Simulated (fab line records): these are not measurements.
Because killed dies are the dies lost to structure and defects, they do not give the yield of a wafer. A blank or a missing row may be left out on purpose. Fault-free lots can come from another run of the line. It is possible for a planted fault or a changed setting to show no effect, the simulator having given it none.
fab line records	flow gf180mcu
[record] lots = 14	wafers = 42	last-day = 34
route steps=602 shown TOP_METAL@569 PASSIVATION@590
lots with no fault: from the same line, run without faults
start-h: hours from the record's first day to the start of the lot's first wafer shown	wait-h: hours elapsed since this lot's preceding step	" repeats the value in the row above	L1.1+2: one row covering several wafers at once	- no value, or no start was given	* or withheld: withheld	< > ~ a bound
route shown NAME@n: a module of which the file shows steps, and the number in the route of the first	usual: mean/standard deviation of fault-free wafers	same: alike in all rows	chamber/n: place in a boat	sites: per-site readings	_std_site: the values' standard deviation	_edge_site: mean of outer sites minus mean of inner sites	radius-mm: how far each site lies from the wafer's centre	mask NAME#n: copy n	behind: the last tool/chamber to shape the wafer	hold: reason for holding the lot/hours on hold/outcome of the hold	device: transistor that didn't switch, given as n, p or np	end of line: the tests these same wafers got at the end of their route	a step with no rows: only its recipe	killed: dies lost to structure and defects at the first sort, not the wafer's yield	map: the dies of a wafer, with x for killed, . for not killed, _ for no die there
set.NAME: the setting that was run; set.NAME@STEP: the one run at that earlier step	model.NAME: the simulator's own value behind a step, which no gauge read
steps of the route over a sample of lots; a table a step, a row a wafer
services: when a tool's chamber went out of use (start-h, in hours from the record's first day, below 0 if earlier), for how many hours, and the reason
[[steps]]
[step GF_TOP_METAL_SPUTTER_02]
[recipe] material = AlCu	target-thk-nm = 900	power-w = 10600	chamber-pressure-pa = 0.3	substrate-temp-c = 250	gas = Ar	time-s = 47.82
[usual] throttle-valve-pct = 30.4/0.93
lot.wafer	tool	chamber	start-h	wait-h	throttle-valve-pct
L956.2	pvd-sputter-03	-	629.29	0.0	28.6
L956.3	"	-	"	"	30.8
L956.6	"	-	"	"	30.0
L960.1	pvd-sputter-01	-	659.91	0.0	31.0
L960.2	"	-	"	"	31.2
L960.5	"	-	"	"	29.6
L962.2	pvd-sputter-01	-	680.89	0.0	30.8
L962.4	"	-	"	"	31.3
L962.5	"	-	"	"	30.2
L964.2	pvd-sputter-03	-	692.55	0.0	29.1
L964.4	"	-	"	"	30.7
L964.6	"	-	"	"	29.2
L965.3	pvd-sputter-03	-	696.95	0.0	30.9
L965.4	"	-	"	"	28.8
L965.6	"	-	"	"	29.5
L966.2	pvd-sputter-01	-	705.46	0.0	30.4
L966.4	"	-	"	"	30.7
L966.6	"	-	"	"	29.8
L967.1	pvd-sputter-03	-	709.45	0.0	30.5
L967.3	"	-	"	"	30.7
L967.6	"	-	"	"	30.9
L968.1	pvd-sputter-03	-	714.56	0.0	29.3
L968.4	"	-	"	"	30.4
L968.5	"	-	"	"	30.9
L971.1	pvd-sputter-02	-	736.46	0.0	29.8
L971.2	"	-	"	"	29.6
L971.5	"	-	"	"	30.7
L972.3	pvd-sputter-02	-	740.01	0.0	29.6
L972.5	"	-	"	"	30.6
L972.6	"	-	"	"	30.0
L974.1	pvd-sputter-01	-	758.94	0.0	30.4
L974.3	"	-	"	"	30.9
L974.5	"	-	"	"	30.8
L976.2	pvd-sputter-01	-	771.47	0.0	30.9
L976.4	"	-	"	"	30.0
L976.5	"	-	"	"	30.5
L979.1	pvd-sputter-02	-	785.33	0.0	29.9
L979.3	"	-	"	"	30.8
L979.4	"	-	"	"	32.3
L978.1	pvd-sputter-02	-	787.43	0.0	29.9
L978.3	"	-	"	"	30.5
L978.5	"	-	"	"	30.6
[step GF_TOP_METAL_CD_MEAS_14]
[recipe] target-cd-nm = 440
[usual] cd-nm = 440.5/2.2
lot.wafer	tool	chamber	start-h	wait-h	cd-nm
L956.2	cd-sem-02	-	649.32	0.1	441.9
L956.3	"	-	"	"	444.0
L956.6	"	-	"	"	441.9
L960.1	cd-sem-01	-	679.09	0.1	439.4
L960.2	"	-	"	"	439.3
L960.5	"	-	"	"	441.4
L962.2	cd-sem-01	-	699.66	0.1	441.5
L962.4	"	-	"	"	441.9
L962.5	"	-	"	"	442.2
L964.2	cd-sem-01	-	710.62	0.1	435.1
L964.4	"	-	"	"	438.5
L964.6	"	-	"	"	435.4
L965.3	cd-sem-01	-	715.63	0.1	438.2
L965.4	"	-	"	"	438.2
L965.6	"	-	"	"	438.5
L966.2	cd-sem-01	-	723.53	0.1	441.5
L966.4	"	-	"	"	443.1
L966.6	"	-	"	"	441.6
L967.1	cd-sem-02	-	726.60	0.1	439.7
L967.3	"	-	"	"	441.7
L967.6	"	-	"	"	442.1
L968.1	cd-sem-02	-	732.41	0.1	443.1
L968.4	"	-	"	"	444.1
L968.5	"	-	"	"	440.6
L971.1	cd-sem-02	-	753.26	0.1	440.1
L971.2	"	-	"	"	439.0
L971.5	"	-	"	"	440.2
L972.3	cd-sem-02	-	756.45	0.1	439.4
L972.5	"	-	"	"	439.8
L972.6	"	-	"	"	440.5
L974.1	cd-sem-02	-	774.56	0.1	441.8
L974.3	"	-	"	"	445.0
L974.5	"	-	"	"	442.6
L976.2	cd-sem-01	-	786.99	0.2	441.9
L976.4	"	-	"	"	442.5
L976.5	"	-	"	"	440.4
L979.1	cd-sem-01	-	800.14	0.1	444.5
L979.3	"	-	"	"	444.8
L979.4	"	-	"	"	444.6
L978.1	cd-sem-01	-	802.91	0.1	444.1
L978.3	"	-	"	"	440.3
L978.5	"	-	"	"	442.1
[step GF_PASSIVATION_THK_MEAS_03]
[recipe] reads = Si3N4_of_PASSIVATION_CVD_02
[usual] PASSIVATION_CVD_02_THK = 703/9.6
lot.wafer	tool	chamber	start-h	wait-h	PASSIVATION_CVD_02_THK[nm]
L956.2	film-metro-01	-	650.76	0.3	703
L956.3	"	-	"	"	710
L956.6	"	-	"	"	708
L960.1	film-metro-02	-	680.44	0.1	697
L960.2	"	-	"	"	706
L960.5	"	-	"	"	714
L962.2	film-metro-04	-	701.00	0.2	692
L962.4	"	-	"	"	704
L962.5	"	-	"	"	707
L964.2	film-metro-01	-	712.08	0.3	695
L964.4	"	-	"	"	710
L964.6	"	-	"	"	709
L965.3	film-metro-01	-	717.17	0.2	702
L965.4	"	-	"	"	702
L965.6	"	-	"	"	699
L966.2	film-metro-01	-	725.07	0.3	695
L966.4	"	-	"	"	709
L966.6	"	-	"	"	708
L967.1	film-metro-01	-	728.04	0.1	706
L967.3	"	-	"	"	713
L967.6	"	-	"	"	721
L968.1	film-metro-02	-	733.73	0.1	692
L968.4	"	-	"	"	727
L968.5	"	-	"	"	699
L971.1	film-metro-01	-	754.61	0.1	701
L971.2	"	-	"	"	696
L971.5	"	-	"	"	697
L972.3	film-metro-02	-	757.75	0.2	701
L972.5	"	-	"	"	719
L972.6	"	-	"	"	712
L974.1	film-metro-01	-	775.87	0.1	700
L974.3	"	-	"	"	681
L974.5	"	-	"	"	684
L976.2	film-metro-02	-	788.28	0.2	711
L976.4	"	-	"	"	710
L976.5	"	-	"	"	727
L979.1	film-metro-01	-	801.45	0.1	694
L979.3	"	-	"	"	703
L979.4	"	-	"	"	706
L978.1	film-metro-02	-	804.22	0.1	698
L978.3	"	-	"	"	705
L978.5	"	-	"	"	717
[step GF_PASSIVATION_EXPOSE_08]
[recipe] mask-id = Pad	target-cd-nm = 40000	na = 0.57	dose-mj = 310
[usual] exposure-dose-mJ-cm2 = 310.0/0.32	focus-offset-nm = 0.1/0.49
lot.wafer	tool	chamber	start-h	wait-h	mask	exposure-dose-mJ-cm2	focus-offset-nm
L956.2	iline-stepper-02	0	659.80	-	Pad#0	310.0	0.3
L956.3	"	0	"	"	Pad#0	309.9	0.5
L956.6	"	0	"	"	Pad#0	309.9	0.7
L960.1	iline-stepper-02	0	690.03	-	Pad#0	309.5	0.3
L960.2	"	0	"	"	Pad#0	309.5	0.1
L960.5	"	0	"	"	Pad#0	309.9	-0.4
L962.2	iline-stepper-02	0	710.43	-	Pad#0	310.0	0.2
L962.4	"	0	"	"	Pad#0	310.1	0.0
L962.5	"	0	"	"	Pad#0	309.6	0.3
L964.2	iline-stepper-01	0	720.56	-	Pad#0	309.6	-0.4
L964.4	"	0	"	"	Pad#0	309.8	-0.5
L964.6	"	0	"	"	Pad#0	310.0	-0.1
L965.3	iline-stepper-01	0	726.23	-	Pad#0	310.7	-0.1
L965.4	"	0	"	"	Pad#0	310.2	-0.3
L965.6	"	0	"	"	Pad#0	310.1	0.0
L966.2	iline-stepper-01	0	734.00	-	Pad#0	310.0	0.1
L966.4	"	0	"	"	Pad#0	310.0	-0.1
L966.6	"	0	"	"	Pad#0	309.7	0.1
L967.1	iline-stepper-01	0	736.48	-	Pad#0	309.7	0.1
L967.3	"	0	"	"	Pad#0	309.5	-0.2
L967.6	"	0	"	"	Pad#0	310.0	0.5
L968.1	iline-stepper-02	0	742.17	-	Pad#0	309.5	-0.4
L968.4	"	0	"	"	Pad#0	309.6	0.0
L968.5	"	0	"	"	Pad#0	309.4	0.4
L971.1	iline-stepper-02	-	762.34	-	Pad#0	-	-
L971.2	"	-	"	"	Pad#0	-	-
L971.5	"	-	"	"	Pad#0	-	-
L972.3	iline-stepper-02	-	766.37	-	Pad#0	-	-
L972.5	"	-	"	"	Pad#0	-	-
L972.6	"	-	"	"	Pad#0	-	-
L974.1	iline-stepper-01	0	784.16	-	Pad#0	309.6	0.1
L974.3	"	0	"	"	Pad#0	309.4	0.7
L974.5	"	0	"	"	Pad#0	309.3	0.5
L976.2	iline-stepper-02	0	795.76	-	Pad#0	309.8	0.9
L976.4	"	0	"	"	Pad#0	309.9	0.9
L976.5	"	0	"	"	Pad#0	309.8	1.1
L979.1	iline-stepper-01	0	808.39	-	Pad#0	309.8	0.5
L979.3	"	0	"	"	Pad#0	310.5	0.3
L979.4	"	0	"	"	Pad#0	310.4	0.7
L978.1	iline-stepper-01	0	811.24	-	Pad#0	310.0	0.2
L978.3	"	0	"	"	Pad#0	309.9	0.2
L978.5	"	0	"	"	Pad#0	309.9	0.6
[[services]]
tool	chamber	start-h	hours	kind
pvd-sputter-03	-	634.51	2.5	repair
iline-stepper-01	-	643.78	2.2	repair
iline-stepper-01	-	653.43	1.7	pm
iline-stepper-02	0	656.53	-	calibration
pvd-sputter-01	-	669.01	8.0	repair
pvd-sputter-01	-	694.80	3.5	repair
iline-stepper-02	-	722.94	17.9	repair
pvd-sputter-01	-	739.03	3.0	repair
iline-stepper-01	-	747.39	9.8	repair
iline-stepper-01	0	756.66	-	calibration
pvd-sputter-02	-	775.93	1.1	repair
pvd-sputter-02	-	795.67	8.2	repair
iline-stepper-02	-	795.93	2.8	repair
[[key]]
[first-sign] step = GF_PASSIVATION_EXPOSE_08	reading = tool-record	direction = missing
effect none on later readings
met-at GF_PASSIVATION_EXPOSE_08
struck-lots L971,L972
later-rows-left-out L971.1,L971.2,L971.5,L972.3,L972.5,L972.6
sort-left-out L971.1,L971.2,L971.5,L972.3,L972.5,L972.6
not-acting-at GF_TOP_METAL_SPUTTER_02,GF_TOP_METAL_CD_MEAS_14,GF_PASSIVATION_THK_MEAS_03
onset-between 742.17 762.34
[fault] kind = skipped-step-whole	tool = iline-stepper-02	chamber = -	onset-h = 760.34	steps = GF_PASSIVATION_EXPOSE_08	scope = struck-lots-only
// sort-left-out: the simulated sort isn't trusted on such a fault, so these wafers' sort isn't shown, and their yield isn't known
// later-rows-left-out: the simulator's readings of these wafers behind a module that went badly wrong aren't trusted and aren't shown, but for the sort
